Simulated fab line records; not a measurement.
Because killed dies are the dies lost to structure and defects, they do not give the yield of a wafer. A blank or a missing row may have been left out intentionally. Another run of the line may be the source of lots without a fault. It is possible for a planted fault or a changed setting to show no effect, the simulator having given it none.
fab line records | flow sky130
record lots=6 wafers=17 last-day=50
route steps=708 shown VIA2@509 PAD_OPEN@708
lots that met no fault: taken from a fault-free run of the same line
start-h: hours from the record's first day to the start of the lot's first wafer shown | wait-h: how many hours have passed since the lot's step before this one | " same as the row above | L1.1+2: a row that stands for several wafers | - no value, or no start given | * or withheld: withheld | < > ~ a bound
route shown NAME@n: names a module that has steps shown in the file, with the first one's number in the route | usual: the fault-free wafers' mean and standard deviation | same: alike in all rows | chamber/n: place in a boat | sites: readings site by site | _std_site: the standard deviation of these | _edge_site: the outer-site mean with the inner-site mean subtracted | radius-mm: how far each site lies from the wafer's centre | mask NAME#n: copy n | behind: the most recent tool/chamber to have shaped the wafer | hold: the reason the lot was held/the length of the hold in hours/how it ended | device: transistor that didn't switch, given as n, p or np | end of line: at the end of the route, the tests of the same wafers | for a step that has no rows: nothing shown but its recipe | killed: dies lost to structure and defects at the first sort, not the wafer's yield | map: per-die view of a wafer (x killed, . not killed, _ where there is no die)
set.NAME: the setting that was run; set.NAME@STEP: the one run at that earlier step | model.NAME: the simulator's own value behind a step, which no gauge read
lots seen at some steps along the route; tables by step, rows by wafer
services: a tool's chamber out of use, with start hour (start-h, from the record's first day; less than 0 if before it), hours out, and reason
## steps
# step SKY_VIA2_CMP_02
# recipe material=SiO2 down-force-psi=4 platen-rpm=60 pad-velocity-m-s=0.94248
# usual head-pressure-psi=3.998/0.0084 motor-current-A=11.9/1.5
# columns lot.wafer tool chamber start-h wait-h head-pressure-psi motor-current-A
L329.4 cmp-01 0 843.58 0.0 3.987 9.3
L329.1 " 1 " " 4.004 12.7
L329.3 " 3 " " 4.006 11.1
L330.4 cmp-01 2 848.58 0.1 4.009 10.8
L330.5 " 1 " " 3.999 13.0
L340.1 cmp-02 0 928.02 0.1 3.990 14.7
L340.3 " 1 " " 4.001 12.0
L340.6 " 3 " " 4.007 12.4
L342.2 cmp-02 2 936.22 0.1 4.009 11.6
L342.1 " 0 " " 3.994 14.6
L342.5 " 2 " " 4.006 12.2
L344.3 cmp-02 0 960.02 0.1 4.004 15.2
L344.1 " 1 " " 3.984 11.6
L344.6 " 2 " " 3.981 12.1
L347.2 cmp-01 0 974.97 0.0 3.995 9.2
L347.4 " 1 " " 3.993 12.9
L347.6 " 1 " " 3.997 12.7
# step SKY_VIA2_BOW_MEAS_03
# recipe mode=bow
# usual VIA2_BOW=85/7.3
# columns lot.wafer tool chamber start-h wait-h VIA2_BOW[um]
L329.1 film-metro-03 - 843.88 0.2 89
L329.3 " - " " 86
L329.4 " - " " 79
L330.4 film-metro-01 - 848.89 0.3 91
L330.5 " - " " 84
L340.1 film-metro-03 - 928.22 0.1 70
L340.3 " - " " 74
L340.6 " - " " 84
L342.1 film-metro-02 - 936.47 0.1 76
L342.2 " - " " 78
L342.5 " - " " 83
L344.1 film-metro-03 - 960.22 0.1 83
L344.3 " - " " 78
L344.6 " - " " 89
L347.2 film-metro-03 - 975.29 0.3 83
L347.4 " - " " 91
L347.6 " - " " 78
# step SKY_VIA2_DEHYDRATE_04
# recipe temp-c=200 time-s=60
# step SKY_VIA2_HMDS_05
# recipe prime-time-s=60 prime-temp-c=120
# step SKY_VIA2_COAT_06
# recipe resist=BARC temp-c=withheld time-s=withheld spin-rpm=3000 resist-thk-nm=60
# step SKY_VIA2_COAT_07
# recipe resist=KrF-thick spin-rpm=3000 resist-thk-nm=450
# step SKY_VIA2_SOFTBAKE_08
# recipe temp-c=100 time-s=90 resist=KrF-thick
# step SKY_VIA2_EXPOSE_09
# recipe mask-id=VIM2 na=0.8 source-shape=annular sigma-inner=0.55 sigma-outer=0.85 target-cd-nm=200 dose-mj=38
# step SKY_VIA2_PEB_10
# recipe peb-temp-c=withheld peb-time-s=withheld resist=KrF-thick
# step SKY_VIA2_DEVELOP_11
# recipe develop-time-s=60 resist=KrF-thick dev-temp-c=21
# step SKY_VIA2_CD_MEAS_12
# recipe target-cd-nm=200
# usual cd-nm=199.8/1.5
# columns lot.wafer tool chamber start-h wait-h cd-nm
L329.1 cd-sem-01 - 868.26 - 195.7
L329.3 " - " " 197.7
L329.4 " - " " 197.2
L330.4 cd-sem-02 - 874.60 - 202.6
L330.5 " - " " 200.4
L340.1 cd-sem-02 - 952.91 - 200.9
L340.3 " - " " 199.8
L340.6 " - " " 201.0
L342.1 cd-sem-01 - 961.44 - 200.2
L342.2 " - " " 202.0
L342.5 " - " " 201.8
L344.1 cd-sem-01 - 983.90 - 200.6
L344.3 " - " " 200.1
L344.6 " - " " 200.7
L347.2 cd-sem-02 - 998.63 - 200.7
L347.4 " - " " 199.6
L347.6 " - " " 199.5
# step SKY_VIA2_OVL_MEAS_13
# usual VIA2_OVL=-1/5
# columns lot.wafer tool chamber start-h wait-h VIA2_OVL[nm]
L329.1 overlay-02 - 868.38 0.1 -10
L329.3 " - " " -1
L329.4 " - " " -8
L330.4 overlay-02 - 874.68 0.1 1
L330.5 " - " " -1
L340.1 overlay-01 - 953.03 0.1 0
L340.3 " - " " -3
L340.6 " - " " 2
L342.1 overlay-02 - 961.56 0.1 -3
L342.2 " - " " -1
L342.5 " - " " -3
L344.1 overlay-02 - 984.02 0.1 7
L344.3 " - " " -6
L344.6 " - " " 4
L347.2 overlay-02 - 998.74 0.1 0
L347.4 " - " " 0
L347.6 " - " " 4
# step SKY_VIA2_ETCH_14
# recipe chemistry=N2/H2 target=BARC ion-energy-ev=200 source-w=500 bias-w=100 pressure-mtorr=30 n2-flow-sccm=100 h2-flow-sccm=200 stop-on=SiO2 time-s=45.9 target-depth-a=600
# usual bias-w=100.0/0.31 drypump-motor-current-A=6.1/0.36 oes-product-au=0.855/0.0048 run-length-s=74.2/0.4 throttle-valve-pct=13.226/0.0091
# columns lot.wafer tool chamber start-h wait-h bias-w drypump-motor-current-A oes-product-au rf-hours-counter-h run-length-s throttle-valve-pct
L329.1 rie-diel-01 2 868.42 0.0 99.4 6.2 0.854 7 74.1 13.222
L329.3 " 1 " " 100.0 6.4 0.854 3 74.4 13.223
L329.4 " 1 " " - 6.4 0.876 - 72.5 13.222
L330.4 rie-diel-01 0 874.72 0.0 - 6.1 0.877 - 72.3 13.216
L330.5 " 1 " " 99.7 6.4 0.861 - 74.0 13.212
L340.1 rie-diel-04 2 953.07 0.0 100.2 5.2 0.858 9 74.6 13.245
L340.3 " 3 " " 100.2 6.3 0.856 21 74.7 13.222
L340.6 " 2 " " 100.6 5.2 0.851 - 74.5 13.225
L342.1 rie-diel-01 0 961.60 0.0 99.8 6.1 0.852 8 73.5 13.223
L342.2 " 3 " " 99.8 6.7 0.856 5 74.3 13.223
L342.5 " 3 " " 99.9 6.6 0.866 - 74.6 13.233
L344.1 rie-diel-01 1 984.06 0.0 100.1 6.4 0.863 5 74.1 13.224
L344.3 " 2 " " 99.8 6.2 0.858 11 74.4 13.235
L344.6 " 3 " " 99.8 6.6 0.855 - 74.2 13.239
L347.2 rie-diel-01 0 998.77 0.0 99.7 6.1 0.871 9 73.5 13.226
L347.4 " 2 " " 100.4 6.2 0.856 11 74.1 13.234
L347.6 " 0 " " 99.6 6.1 0.849 - 73.4 13.221
# step SKY_VIA2_ETCH_15
# recipe target=SiO2 chemistry=C4F8/O2/Ar target-depth-nm=546 stop-on=TiN mask-material=KrF-thick source-w=1500 bias-w=1200 pressure-mtorr=40 c4f8-flow-sccm=withheld O2_flow_sccm=6 Ar_flow_sccm=300 time-s=84
# usual bias-w=1200/3.4 oes-product-au=0.939/0.0046 run-length-s=112.3/0.41
# same time-s=84
# columns lot.wafer tool chamber start-h wait-h bias-w oes-product-au rf-hours-counter-h run-length-s
L329.1 rie-diel-01 2 868.46 0.0 1204 0.941 7 112.1
L329.3 " 1 " " 1204 0.942 3 112.4
L329.4 " 1 " " 1204 0.930 - 112.1
L330.4 rie-diel-01 0 874.77 0.0 1196 0.939 - 111.5
L330.5 " 1 " " 1203 0.931 - 112.3
L340.1 rie-diel-04 2 953.11 0.0 1196 0.938 9 112.4
L340.3 " 3 " " 1199 0.934 21 113.2
L340.6 " 2 " " 1200 0.945 - 112.3
L342.1 rie-diel-01 0 961.64 0.0 1201 0.936 8 111.8
L342.2 " 3 " " 1209 0.936 5 112.5
L342.5 " 3 " " 1212 0.936 - 112.6
L344.1 rie-diel-01 1 984.10 0.0 1200 0.942 5 112.2
L344.3 " 2 " " 1203 0.938 11 112.3
L344.6 " 3 " " 1203 0.943 - 112.1
L347.2 rie-diel-01 0 998.81 0.0 1203 0.940 9 111.6
L347.4 " 2 " " 1197 0.940 11 112.6
L347.6 " 0 " " 1202 0.938 - 111.7
# step SKY_PAD_OPEN_PROBE_99
# usual defect-limited-yield=82.2/1.9 killed_at_M0_to_M3=45/7.3 killed_at_M4_up=3.1/1.7 killed-at-contacts=25/5.1 killed-at-front-end=15/4.5 killed-at-other=0.3/0.56 killed-dies=88/9.4 killed-open=47/6.6 killed-short=40/6.9 sort_bin_3_pad_short=0.9/0.46 sort_bin_5_function=10.5/1.5 sort_bin_6_memory=6.4/1.1 sort-n-pass=404/9.4 sort-yield-pct=82.2/1.9
# same gross-dies=492 killed-at-back-side=0 sort_bin_4_leakage[%]=0 sort_bin_8_speed[%]=0
# columns lot.wafer tool chamber start-h wait-h defect-limited-yield[%] killed_at_M0_to_M3 killed_at_M4_up killed-at-contacts killed-at-front-end killed-at-other killed-dies killed-open killed-short sort_bin_3_pad_short[%] sort_bin_5_function[%] sort_bin_6_memory[%] sort-n-pass sort-yield-pct[%]
L329.1 prober-01 - 1092.21 0.1 81.3 46 2 27 17 0 92 54 36 0.4 11.6 6.7 400 81.3
L329.3 prober-01 - 1092.31 0.2 80.9 44 5 22 23 0 94 39 54 1.8 12.4 4.9 398 80.9
L329.4 prober-01 - 1092.36 0.2 82.1 41 1 31 14 1 88 43 45 0.6 11.4 5.9 404 82.1
L330.4 prober-02 - 1095.17 0.2 81.7 52 1 29 8 0 90 56 34 0.6 11.4 6.3 402 81.7
L330.5 prober-02 - 1095.22 0.2 82.1 49 3 26 10 0 88 43 45 1.4 7.9 8.5 404 82.1
L340.1 prober-02 - 1157.57 0.1 83.9 41 2 20 15 1 79 42 37 0.6 10.0 5.5 413 83.9
L342.1 prober-01 - 1164.52 0.1 82.5 48 3 19 16 0 86 40 46 0.6 8.5 8.3 406 82.5
L342.2 prober-01 - 1164.57 0.1 80.1 58 4 22 14 0 98 46 52 1.2 11.0 7.7 394 80.1
L342.5 prober-01 - 1164.72 0.2 82.7 37 3 30 15 0 85 49 36 0.4 10.4 6.5 407 82.7
L344.1 prober-01 - 1179.92 0.1 82.3 46 6 18 16 1 87 41 45 0.6 12.0 5.1 405 82.3
L344.3 prober-01 - 1180.02 0.2 79.9 52 2 28 16 1 99 57 42 0.6 13.0 6.5 393 79.9
L344.6 prober-01 - 1180.17 0.2 81.3 47 1 25 18 1 92 49 43 1.0 11.2 6.5 400 81.3
# killed by level:class
L329.1 CONTACT:geometric-particle:open=15 VIA1:geometric-particle:open=12 LI_CONTACT:geometric-particle:open=8 METAL2:geometric-particle:short=7 METAL3:geometric-particle:short=6 POLY_GATE:geometric-particle:short=5 POLY_GATE:geometric-particle:open=5 METAL1:geometric-particle:short=5
L329.3 VIA1:geometric-particle:open=7 POLY_GATE:geometric-particle:short=6 METAL1:geometric-particle:short=6 LOCAL_INTERCONNECT:geometric-particle:short=6 CONTACT:geometric-particle:short=6 VIA2:geometric-particle:open=6 FIELD_ISO:geometric-particle:open=5 CONTACT:geometric-particle:open=5
L329.4 CONTACT:geometric-particle:open=9 VIA1:geometric-particle:open=9 METAL2:geometric-particle:short=8 VIA3:geometric-particle:open=8 CONTACT:geometric-particle:short=7 LOCAL_INTERCONNECT:geometric-particle:short=7 LI_CONTACT:geometric-particle:open=5 METAL1:geometric-particle:short=4
L330.4 CONTACT:geometric-particle:open=12 VIA3:geometric-particle:open=12 VIA2:geometric-particle:open=8 LI_CONTACT:geometric-particle:open=7 VIA1:geometric-particle:short=7 VIA1:geometric-particle:open=6 METAL2:geometric-particle:short=5 CONTACT:geometric-particle:short=5
L330.5 CONTACT:geometric-particle:open=11 VIA1:geometric-particle:open=11 METAL2:geometric-particle:short=9 CONTACT:geometric-particle:short=7 VIA3:geometric-particle:open=7 VIA1:geometric-particle:short=6 VIA3:geometric-particle:short=6 FIELD_ISO:geometric-particle:short=4
L340.1 CONTACT:geometric-particle:open=8 VIA1:geometric-particle:open=7 METAL2:geometric-particle:short=7 VIA2:geometric-particle:open=7 METAL1:geometric-particle:short=5 POLY_GATE:geometric-particle:open=4 LI_CONTACT:geometric-particle:short=4 LI_CONTACT:geometric-particle:open=4
L342.1 METAL1:geometric-particle:short=10 LI_CONTACT:geometric-particle:open=8 VIA1:geometric-particle:open=7 VIA3:geometric-particle:open=6 VIA3:geometric-particle:short=5 METAL2:geometric-particle:short=5 FIELD_ISO:geometric-particle:short=4 POLY_GATE:geometric-particle:open=4
L342.2 VIA2:geometric-particle:open=10 METAL1:geometric-particle:short=10 VIA1:geometric-particle:open=9 LI_CONTACT:geometric-particle:open=6 CONTACT:geometric-particle:open=6 METAL3:geometric-particle:short=6 CONTACT:geometric-particle:short=5 VIA1:geometric-particle:short=5
L342.5 VIA1:geometric-particle:open=14 CONTACT:geometric-particle:short=8 CONTACT:geometric-particle:open=8 LI_CONTACT:geometric-particle:open=7 VIA2:geometric-particle:open=7 VIA2:geometric-particle:short=6 FIELD_ISO:geometric-particle:open=5 FIELD_ISO:geometric-particle:short=4
L344.1 VIA3:geometric-particle:open=9 CONTACT:geometric-particle:open=8 VIA2:geometric-particle:open=6 METAL2:geometric-particle:short=6 METAL4:geometric-particle:short=6 POLY_GATE:geometric-particle:open=5 METAL1:geometric-particle:short=5 VIA1:geometric-particle:short=5
L344.3 VIA3:geometric-particle:open=16 CONTACT:geometric-particle:open=10 LI_CONTACT:geometric-particle:open=9 METAL2:geometric-particle:short=9 METAL1:geometric-particle:short=7 VIA1:geometric-particle:open=7 FIELD_ISO:geometric-particle:open=5 VIA2:geometric-particle:open=4
L344.6 CONTACT:geometric-particle:open=12 VIA2:geometric-particle:open=10 FIELD_ISO:geometric-particle:short=8 LI_CONTACT:geometric-particle:open=7 METAL2:geometric-particle:short=7 VIA1:geometric-particle:short=6 VIA1:geometric-particle:open=6 VIA3:geometric-particle:open=6
## services
# columns tool chamber start-h hours kind
rie-diel-04 - 823.08 2.8 pm
rie-diel-04 0 828.52 2.5 repair
rie-diel-04 2 835.11 3.0 repair
rie-diel-01 3 852.59 22.6 repair
rie-diel-04 1 875.24 8.5 repair
rie-diel-01 1 882.89 10.8 repair
cmp-02 - 900.61 0.4 repair
cmp-02 - 905.78 0.4 repair
cmp-01 - 911.84 3.5 repair
cmp-01 - 915.38 4.0 pm
cmp-01 - 919.38 - consumable-replace:conditioner
cmp-01 - 919.38 - consumable-replace:pad
rie-diel-04 0 919.99 4.1 repair
cmp-01 - 923.43 2.0 repair
cmp-01 - 925.44 12.0 pm
rie-diel-04 3 932.55 7.1 repair
cmp-02 - 942.89 0.4 repair
rie-diel-01 1 956.09 9.2 repair
cmp-01 - 957.73 1.6 repair
cmp-01 - 959.40 9.4 pm
cmp-01 - 991.48 0.4 repair
## key
first-sign step=SKY_VIA2_ETCH_14 reading=oes-product-au direction=up sigmas=4.4 usual=0.855 struck=0.877
effect step=SKY_VIA2_ETCH_14 reading=run-length-s direction=down sigmas=4.4 usual=* struck=*
met-at SKY_VIA2_ETCH_14
struck-wafers L329.4,L330.4
fault kind=process-parameter-drift tool=rie-diel-01 chamber=- onset-h=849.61 steps=SKY_VIA2_ETCH_14 channel=time-s offset=* shape=step end-h=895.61 scope=struck-wafers-only acts-in=* stated=*
